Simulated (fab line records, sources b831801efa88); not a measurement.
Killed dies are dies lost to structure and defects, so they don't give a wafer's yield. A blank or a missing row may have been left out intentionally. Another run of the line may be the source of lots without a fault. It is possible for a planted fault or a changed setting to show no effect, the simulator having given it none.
Which tool is to blame? + flow gf180mcu + route of 602 steps, sampled at 1 step: 7 lots, 21 wafers

WHAT THE GAUGES READ, wafer by wafer
GF_STI_THK_MEAS_02.
| lot  | measured    | on            | STI_OXIDATION_THK (nm) |
|------|-------------|---------------|------------------------|
| L160 | day 2 02:32 | film_metro-01 | 10.17 10.19 10.16      |
| L162 | day 2 12:53 | film_metro-03 | 10.36 10.26 10.24      |
| L164 | day 2 22:58 | film_metro-04 | 9.93 10.10 9.83        |
| L171 | day 4 09:51 | film_metro-04 | 10.06 10.03 10.01      |
| L174 | day 5 00:31 | film_metro-03 | 9.81 9.78 10.08        |
| L177 | day 5 15:31 | film_metro-01 | 9.72 9.93 10.01        |
| L180 | day 6 06:31 | film_metro-03 | 9.90 9.75 9.96         |

TOOL THAT RAN EACH LOT (tool first, then ch and the chambers of the sampled wafers, then the start)
Record: no process step prior to these readings.

THE ANSWER, worked out from the rows above alone
Rule: usual is defined by the lots themselves. The widest of any qualifying gaps counts: lots, ordered by their means at a reading, are off when they make up no more than a third of the lots, leave a main group of 4 or more, and stand apart from it by 3 or more times the standard deviation of that group's means. A main group whose means are all the same, to the digits that the tables above print for the reading, isn't used. Also off: a lot with no number at a reading for which 4 or more lots have one. Where the step has rows for the other lots, those lots are counted as sound.
Across all readings shown, no lot is off: no conclusion can be drawn from this.

WHAT THE SIMULATOR HAD PUT IN
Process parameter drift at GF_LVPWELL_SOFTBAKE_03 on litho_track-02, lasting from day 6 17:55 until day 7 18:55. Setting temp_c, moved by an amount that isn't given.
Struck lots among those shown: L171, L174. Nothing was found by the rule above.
